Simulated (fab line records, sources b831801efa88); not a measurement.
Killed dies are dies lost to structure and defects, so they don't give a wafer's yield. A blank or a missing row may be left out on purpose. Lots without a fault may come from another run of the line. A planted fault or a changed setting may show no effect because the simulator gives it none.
fab line records | flow sky130
record lots=5 wafers=15 last_day=52
route steps=708 shown LDD_LDN@300 SPACER@304 POLY_CUT@307 PAD_OPEN@708
lots that met no fault: from a run of the same line without faults
start_h: hours from the record's first day to the start of the lot's first wafer shown | wait_h: hours since the lot's step before | " the same as in the row above | L1.1+2: a row that stands for several wafers | - no value, or no start given | * or withheld: withheld | < > ~ a bound
route shown NAME@n: a module of which the file shows steps, and the number in the route of the first | usual: mean/standard deviation of fault-free wafers | same: alike in all rows | chamber/n: place in a boat | sites: the reading at each site | _std_site: their standard deviation | _edge_site: outer sites' mean less inner sites' | radius_mm: how far each site lies from the wafer's centre | mask NAME#n: copy n | behind: the tool/chamber that last shaped the wafer | hold: why the lot was held/for how many hours/how that ended | device: the transistor (n, p or np) that didn't switch | end of line: the same wafers' tests at the end of the route | a step without rows: its recipe alone | killed: dies lost to structure and defects at the first sort, not the wafer's yield | map: a wafer's dies, x killed, . not, _ none there
set.NAME: the setting as run; set.NAME@STEP: as run at that earlier step | model.NAME: the simulator's own value behind a step, which no gauge read
lots at some steps of the route; a table a step, a row a wafer
services: from which hour (start_h, from the record's first day; less than 0 if before it) a tool's chamber was out of use, for how many hours, and why
## steps
# step SKY_LDD_LDN_IMPLANT_11
# recipe species=As energy_kev=15 dose_cm2=1.25e+13 tilt_deg=withheld rotation_deg=293
# step SKY_LDD_LDN_STRIP_12
# recipe chemistry=O2/N2 power_w=1400 pressure_mtorr=1500 platen_temp_c=withheld o2_flow_sccm=3000 n2_flow_sccm=300 overash_fraction=0.5
# usual drypump_motor_current_A=5.67/0.25 n2_flow_sccm=299.9/0.89 oes_product_au=0.716/0.0042 strip_time_to_endpoint_s=14.18/0.041
# columns lot.wafer tool chamber start_h wait_h drypump_motor_current_A n2_flow_sccm oes_product_au rf_hours_counter_h strip_time_to_endpoint_s
L255.2 plasma_asher-01 1 591.11 0.1 5.76 298.5 0.719 16 14.16
L255.3 " 1 " " 5.73 298.9 0.720 - 14.16
L255.6 " 0 " " 5.95 300.5 0.717 - 14.12
L261.1 plasma_asher-03 0 732.55 0.1 5.47 298.6 0.711 85 14.16
L261.3 " 0 " " 5.46 299.4 0.719 - 14.20
L261.6 " 1 " " 5.17 298.1 0.714 - 14.16
L267.2 plasma_asher-02 0 749.81 0.1 5.82 299.5 0.712 1 14.15
L267.4 " 1 " " 5.78 298.9 0.723 - 14.14
L267.6 " 1 " " 5.78 299.1 0.712 - 14.12
L268.1 plasma_asher-03 1 755.38 0.1 5.15 300.9 0.720 87 14.22
L268.2 " 0 " " 5.47 300.2 0.711 87 14.19
L268.3 " 0 " " 5.48 299.3 0.709 - 14.19
L270.2 plasma_asher-01 1 755.68 0.1 5.75 299.4 0.718 32 14.16
L270.5 " 0 " " 5.93 301.2 0.714 - 14.18
L270.6 " 1 " " 5.80 300.9 0.714 - 14.17
# step SKY_LDD_LDN_TW_MEAS_13
# usual LDD_LDN_TW=1480/22
# columns lot.wafer tool chamber start_h wait_h LDD_LDN_TW
L255.2 film_metro-02 - 591.22 0.1 1512
L255.3 " - " " 1508
L255.6 " - " " 1502
L261.1 film_metro-02 - 732.65 0.1 1504
L261.3 " - " " 1496
L261.6 " - " " 1499
L267.2 film_metro-02 - 749.92 0.1 1505
L267.4 " - " " 1497
L267.6 " - " " 1503
L268.1 film_metro-01 - 755.48 0.1 1447
L268.2 " - " " 1451
L268.3 " - " " 1449
L270.2 film_metro-02 - 755.79 0.1 1493
L270.5 " - " " 1509
L270.6 " - " " 1501
# step SKY_LDD_LDN_CLEAN_14
# recipe chemistry=SC1/SC2 mix=1:4:20 temp_c=70 time_s=150 dry=n2_spin
# step SKY_SPACER_CVD_00
# recipe material=Si3N4 precursor=DCS/NH3 target_thk_nm=43.1 temp_c=770 time_s=740 pressure_mtorr=250
# step SKY_SPACER_THK_MEAS_01
# recipe reads=Si3N4_of_SPACER_CVD_00
# usual SPACER_CVD_00_THK=43.0/0.43
# columns lot.wafer tool chamber start_h wait_h SPACER_CVD_00_THK[nm]
L255.2 film_metro-03 - 593.39 0.0 43.0
L255.3 " - " " 42.8
L255.6 " - " " 43.2
L261.1 film_metro-02 - 734.58 0.0 42.7
L261.3 " - " " 42.8
L261.6 " - " " 42.6
L267.2 film_metro-02 - 753.15 0.0 42.7
L267.4 " - " " 43.0
L267.6 " - " " 42.9
L268.1 film_metro-03 - 757.96 0.0 42.9
L268.2 " - " " 43.0
L268.3 " - " " 42.7
L270.2 film_metro-01 - 757.97 0.0 43.2
L270.5 " - " " 42.9
L270.6 " - " " 42.9
# step SKY_SPACER_ETCHBACK_02
# recipe chemistry=CH3F/O2 target=Si3N4 stop_on=SiO2 source_w=400 bias_w=80 pressure_mtorr=25 ch3f_flow_sccm=40 O2_flow_sccm=30 time_s=46.7 target_depth_a=450
# usual drypump_motor_current_A=5.7/0.65 oes_product_au=0.854/0.0072 throttle_valve_pct=10.562/0.0087
# same time_s=46.7
# columns lot.wafer tool chamber start_h wait_h drypump_motor_current_A oes_product_au rf_hours_counter_h throttle_valve_pct
L255.2 rie_diel-03 1 593.44 0.0 6.5 0.849 5 10.574
L255.3 " 3 " " 6.3 0.859 14 10.572
L255.6 " 3 " " 6.3 0.856 - 10.545
L261.1 rie_diel-03 0 734.64 0.1 5.3 0.847 28 10.573
L261.3 " 3 " " 6.3 0.855 18 10.558
L261.6 " 0 " " 5.3 0.847 - 10.569
L267.2 rie_diel-02 0 753.20 0.0 5.1 0.863 12 10.552
L267.4 " 2 " " 4.8 0.854 6 10.576
L267.6 " 1 " " 5.3 0.867 - 10.558
L268.1 rie_diel-02 3 758.02 0.1 5.2 0.842 8 10.574
L268.2 " 0 " " 5.1 0.853 12 10.564
L268.3 " 2 " " 4.8 0.850 6 10.552
L270.2 rie_diel-03 3 758.02 0.0 6.3 0.860 19 10.561
L270.5 " 0 " " 5.4 0.857 - 10.551
L270.6 " 3 " " 6.3 0.849 - 10.565
# step SKY_POLY_CUT_DEHYDRATE_00
# recipe temp_c=200 time_s=60
# step SKY_POLY_CUT_HMDS_01
# recipe prime_time_s=60 prime_temp_c=120
# step SKY_POLY_CUT_COAT_02
# recipe resist=BARC temp_c=withheld time_s=withheld spin_rpm=3000 resist_thk_nm=60
# step SKY_POLY_CUT_COAT_03
# recipe resist=KrF-thick spin_rpm=3000 resist_thk_nm=450
# step SKY_POLY_CUT_SOFTBAKE_04
# recipe temp_c=100 time_s=90 resist=KrF-thick
# step SKY_POLY_CUT_EXPOSE_05
# recipe mask_id=NPCM na=0.8 source_shape=annular sigma_inner=0.55 sigma_outer=0.85 target_cd_nm=270 dose_mj=32
# usual focus_offset_nm=0.0/0.51 stage_vel_mm_s=500.02/0.29
# columns lot.wafer tool chamber start_h wait_h mask focus_offset_nm stage_vel_mm_s
L255.2 krf_scanner-02 0 609.59 - NPCM#0 1.5 500.19
L255.3 " 0 " " NPCM#0 -0.5 500.61
L255.6 " 0 " " NPCM#0 -0.2 500.10
L261.1 krf_scanner-02 0 747.87 - NPCM#0 0.4 499.68
L261.3 " 0 " " NPCM#0 -0.8 499.46
L261.6 " 0 " " NPCM#0 -0.2 499.80
L267.2 krf_scanner-02 0 767.79 - NPCM#0 0.2 500.25
L267.4 " 0 " " NPCM#0 -0.3 500.13
L267.6 " 0 " " NPCM#0 0.1 499.96
L268.1 krf_scanner-01 0 772.39 - NPCM#0 0.1 499.84
L268.2 " 0 " " NPCM#0 0.0 499.65
L268.3 " 0 " " NPCM#0 0.0 499.82
L270.2 krf_scanner-02 0 772.77 - NPCM#0 -0.3 500.04
L270.5 " 0 " " NPCM#0 0.3 499.66
L270.6 " 0 " " NPCM#0 0.3 499.74
# step SKY_POLY_CUT_PEB_06
# recipe peb_temp_c=withheld peb_time_s=withheld resist=KrF-thick
# step SKY_POLY_CUT_DEVELOP_07
# recipe develop_time_s=60 resist=KrF-thick dev_temp_c=21
# step SKY_POLY_CUT_CD_MEAS_08
# recipe target_cd_nm=270
# usual cd_nm=269.9/1.3
# columns lot.wafer tool chamber start_h wait_h cd_nm
L255.2 cd_sem-02 - 623.84 - 268.1
L255.3 " - " " 265.4
L255.6 " - " " 271.2
L261.1 cd_sem-01 - 761.92 - 270.1
L261.3 " - " " 271.4
L261.6 " - " " 270.6
L267.2 cd_sem-01 - 781.46 - 270.2
L267.4 " - " " 269.5
L267.6 " - " " 272.5
L268.1 cd_sem-02 - 785.59 - 272.2
L268.2 " - " " 270.9
L268.3 " - " " 271.1
L270.2 cd_sem-02 - 786.16 - 268.9
L270.5 " - " " 269.5
L270.6 " - " " 268.6
# step SKY_POLY_CUT_OVL_MEAS_09
# usual POLY_CUT_OVL=-2/6.3
# columns lot.wafer tool chamber start_h wait_h POLY_CUT_OVL[nm]
L255.2 overlay-01 - 623.94 0.1 -3
L255.3 " - " " -4
L255.6 " - " " -3
L261.1 overlay-01 - 762.04 0.1 -8
L261.3 " - " " -9
L261.6 " - " " 1
L267.2 overlay-01 - 781.57 0.1 3
L267.4 " - " " -3
L267.6 " - " " 1
L268.1 overlay-02 - 785.71 0.1 7
L268.2 " - " " -4
L268.3 " - " " -9
L270.2 overlay-01 - 786.27 0.1 3
L270.5 " - " " -10
L270.6 " - " " -1
# step SKY_POLY_CUT_ETCH_10
# recipe chemistry=N2/H2 target=BARC ion_energy_ev=200 source_w=500 bias_w=100 pressure_mtorr=30 n2_flow_sccm=100 h2_flow_sccm=200 stop_on=SiO2 time_s=45.9 target_depth_a=600
# usual drypump_motor_current_A=5.4/0.5 n2_flow_sccm=100.02/0.3 oes_product_au=0.855/0.0048 throttle_valve_pct=13.222/0.01
# same time_s=45.9
# columns lot.wafer tool chamber start_h wait_h drypump_motor_current_A n2_flow_sccm oes_product_au rf_hours_counter_h throttle_valve_pct model.POLY_CUT.cd_nm
L255.2 rie_diel-03 0 623.97 0.0 5.3 100.07 0.854 25 13.227 267.3
L255.3 " 2 " " 4.9 99.78 0.854 1 13.218 265.9
L255.6 " 1 " " 6.5 100.13 0.855 - 13.234 269.3
L261.1 rie_diel-01 1 762.07 0.0 5.8 100.72 0.857 19 13.237 270.4
L261.3 " 0 " " 5.2 99.98 0.854 8 13.227 272.2
L261.6 " 0 " " 5.2 99.44 0.850 - 13.225 272.1
L267.2 rie_diel-01 2 781.60 0.0 5.5 100.44 0.860 14 13.205 268.8
L267.4 " 3 " " 5.0 99.50 0.861 8 13.219 268.6
L267.6 " 2 " " 5.5 99.85 0.848 - 13.194 270.6
L268.1 rie_diel-01 0 785.75 0.0 5.2 100.21 0.855 9 13.212 273.4
L268.2 " 1 " " 5.8 100.06 0.853 20 13.224 271.5
L268.3 " 2 " " 5.5 100.39 0.851 14 13.222 270.1
L270.2 rie_diel-02 1 786.30 0.0 5.3 99.91 0.859 13 13.234 268.4
L270.5 " 0 " " 5.1 100.04 0.853 - 13.236 270.2
L270.6 " 1 " " 5.3 100.08 0.856 - 13.234 267.6
# step SKY_POLY_CUT_ETCH_11
# recipe target=Si3N4 chemistry=CF4/CH2F2/Ar stop_on=poly-Si source_w=600 bias_w=150 pressure_mtorr=40 cf4_flow_sccm=40 ch2f2_flow_sccm=20 Ar_flow_sccm=150 time_s=42.5 target_depth_a=600
# usual drypump_motor_current_A=5.4/0.5 oes_product_au=0.826/0.0069 throttle_valve_pct=14.993/0.0095
# same time_s=42.5
# columns lot.wafer tool chamber start_h wait_h drypump_motor_current_A oes_product_au rf_hours_counter_h throttle_valve_pct model.POLY_CUT.cd_nm
L255.2 rie_diel-03 0 624.02 0.0 5.3 0.835 25 14.990 267.1
L255.3 " 2 " " 4.9 0.833 1 14.982 265.8
L255.6 " 1 " " 6.5 0.833 - 15.008 269.3
L261.1 rie_diel-01 1 762.12 0.0 5.8 0.832 19 14.977 270.2
L261.3 " 0 " " 5.2 0.836 8 15.003 272.3
L261.6 " 0 " " 5.2 0.836 - 14.988 272.1
L267.2 rie_diel-01 2 781.64 0.0 5.5 0.805 14 15.004 268.7
L267.4 " 3 " " 5.0 0.829 8 14.983 268.7
L267.6 " 2 " " 5.4 0.808 - 14.991 270.5
L268.1 rie_diel-01 0 785.79 0.0 5.2 0.823 9 15.000 273.5
L268.2 " 1 " " 5.8 0.815 20 14.994 271.2
L268.3 " 2 " " 5.5 0.824 14 14.993 269.9
L270.2 rie_diel-02 1 786.34 0.0 5.3 0.821 13 14.994 268.2
L270.5 " 0 " " 5.1 0.823 - 15.002 270.2
L270.6 " 1 " " 5.3 0.828 - 15.004 267.4
# step SKY_POLY_CUT_STRIP_12
# recipe chemistry=O2/N2 power_w=1400 pressure_mtorr=1500 platen_temp_c=withheld o2_flow_sccm=3000 n2_flow_sccm=300 overash_fraction=0.5
# usual drypump_motor_current_A=5.67/0.26 n2_flow_sccm=300.1/0.96 oes_product_au=0.452/0.0044 strip_time_to_endpoint_s=5.358/0.015
# columns lot.wafer tool chamber start_h wait_h drypump_motor_current_A n2_flow_sccm oes_product_au rf_hours_counter_h strip_time_to_endpoint_s
L255.2 plasma_asher-01 1 624.06 0.0 5.78 299.7 0.455 20 5.351
L255.3 " 1 " " 5.77 299.3 0.443 - 5.358
L255.6 " 0 " " 5.94 301.5 0.453 - 5.350
L261.1 plasma_asher-04 1 762.16 0.0 5.78 299.7 0.452 63 5.352
L261.3 " 1 " " 5.83 299.7 0.450 - 5.363
L261.6 " 1 " " 5.85 299.6 0.447 - 5.353
L267.2 plasma_asher-01 1 781.68 0.0 5.77 298.6 0.459 34 5.361
L267.4 " 1 " " 5.74 301.0 0.452 - 5.356
L267.6 " 0 " " 5.91 300.3 0.448 - 5.372
L268.1 plasma_asher-01 1 785.83 0.0 5.71 300.1 0.452 35 5.353
L268.2 " 0 " " 5.92 301.0 0.455 35 5.341
L268.3 " 1 " " 5.76 300.9 0.454 - 5.369
L270.2 plasma_asher-01 1 786.38 0.0 5.74 300.2 0.454 35 5.334
L270.5 " 1 " " 5.72 299.5 0.456 - 5.370
L270.6 " 0 " " 5.92 299.4 0.447 - 5.359
# step SKY_PAD_OPEN_PROBE_99
# usual killed_at_M0_to_M3=45/6.3 killed_at_M4_up=2.8/1.6 killed_at_contacts=24/5.1 killed_at_front_end=14/4.4 killed_at_other=0.4/0.73 killed_dies=86/9 killed_open=47/7.8 killed_short=39/6.6
# same gross_dies=492 killed_at_back_side=0
# columns lot.wafer tool chamber start_h wait_h killed_at_M0_to_M3 killed_at_M4_up killed_at_contacts killed_at_front_end killed_at_other killed_dies killed_open killed_short
L255.2 prober-02 - 1139.65 0.1 41 2 22 15 0 80 41 39
L255.3 prober-02 - 1139.70 0.2 42 5 28 17 0 92 43 49
L255.6 prober-02 - 1139.85 0.2 41 3 24 17 0 85 47 37
L270.2 prober-01 - 1242.71 0.1 53 0 21 24 1 99 56 43
L270.5 prober-01 - 1242.86 0.2 40 4 20 17 0 81 50 31
L270.6 prober-01 - 1242.91 0.2 54 1 31 21 0 107 69 38
# killed by level:class
L255.2 FIELD_ISO:geometric_particle:short=7 CONTACT:geometric_particle:open=7 VIA2:geometric_particle:open=7 VIA3:geometric_particle:open=7 LI_CONTACT:geometric_particle:open=6 METAL3:geometric_particle:short=6 VIA1:geometric_particle:open=5 POLY_GATE:geometric_particle:short=4
L255.3 LI_CONTACT:geometric_particle:open=9 VIA1:geometric_particle:open=9 VIA2:geometric_particle:open=8 CONTACT:geometric_particle:short=7 LOCAL_INTERCONNECT:geometric_particle:short=7 VIA3:geometric_particle:open=7 POLY_GATE:geometric_particle:short=5 METAL1:geometric_particle:short=5
L255.6 VIA1:geometric_particle:open=10 LI_CONTACT:geometric_particle:open=8 FIELD_ISO:geometric_particle:short=7 VIA2:geometric_particle:open=7 METAL1:geometric_particle:short=6 CONTACT:geometric_particle:open=6 VIA3:geometric_particle:open=5 VIA1:geometric_particle:short=4
L270.2 VIA1:geometric_particle:open=12 VIA2:geometric_particle:open=10 FIELD_ISO:geometric_particle:short=8 CONTACT:geometric_particle:open=7 VIA1:geometric_particle:short=6 LI_CONTACT:geometric_particle:open=5 VIA3:geometric_particle:open=5 POLY_GATE:geometric_particle:open=4
L270.5 VIA1:geometric_particle:open=14 LI_CONTACT:geometric_particle:open=7 VIA2:geometric_particle:open=7 POLY_GATE:geometric_particle:open=5 CONTACT:geometric_particle:short=5 VIA3:geometric_particle:open=5 FIELD_ISO:geometric_particle:short=4 CONTACT:geometric_particle:open=4
L270.6 VIA1:geometric_particle:open=15 LI_CONTACT:geometric_particle:open=12 CONTACT:geometric_particle:open=11 FIELD_ISO:geometric_particle:open=7 VIA3:geometric_particle:open=7 VIA2:geometric_particle:open=6 POLY_GATE:geometric_particle:open=5 METAL1:geometric_particle:short=5
## services
# columns tool chamber start_h hours kind
krf_scanner-01 - 573.97 1.5 repair
krf_scanner-02 - 579.28 0.8 pm
krf_scanner-02 - 606.49 1.3 pm
krf_scanner-01 - 621.94 1.0 pm
krf_scanner-02 - 629.02 0.5 repair
plasma_asher-03 - 629.99 2.8 pm
plasma_asher-01 - 636.26 12.8 repair
plasma_asher-03 - 640.92 17.2 repair
rie_diel-03 3 660.44 1.5 repair
rie_diel-01 2 665.74 10.8 repair
rie_diel-03 - 670.15 2.8 pm
rie_diel-01 0 683.21 6.3 repair
rie_diel-03 3 685.94 14.0 repair
plasma_asher-03 - 693.20 7.3 repair
rie_diel-03 1 693.32 4.1 repair
krf_scanner-02 - 698.13 1.0 pm
rie_diel-02 - 700.64 15.6 pm
plasma_asher-01 - 719.65 2.8 pm
rie_diel-02 2 731.98 7.5 repair
krf_scanner-02 - 745.42 0.3 repair
krf_scanner-02 - 748.08 0.8 pm
rie_diel-02 1 754.99 3.7 repair
krf_scanner-02 - 782.39 1.3 pm
plasma_asher-03 - 784.23 14.6 pm
## key
first_sign none at tools or gauges
model_effect step=SKY_POLY_CUT_ETCH_10 value=POLY_CUT.cd_nm without=270 struck=266.6
model_effect step=SKY_POLY_CUT_ETCH_11 value=POLY_CUT.cd_nm without=269.8 struck=266.4
met_at SKY_POLY_CUT_EXPOSE_05
struck_wafers L255.2,L255.3
tester_left_out L255
fault kind=process_parameter_drift tool=krf_scanner-02 chamber=- onset_h=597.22 steps=SKY_POLY_CUT_EXPOSE_05 channel=focus_nm offset=212.82 shape=step end_h=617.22 scope=struck_wafers_only
# tester_left_out: of these lots the tester's yield and bins aren't shown, on N5 and GAA mostly nor the transistor test; their killed dies are dies lost to structure and defects alone, not to doping, threshold or leakage, so they don't give the yield
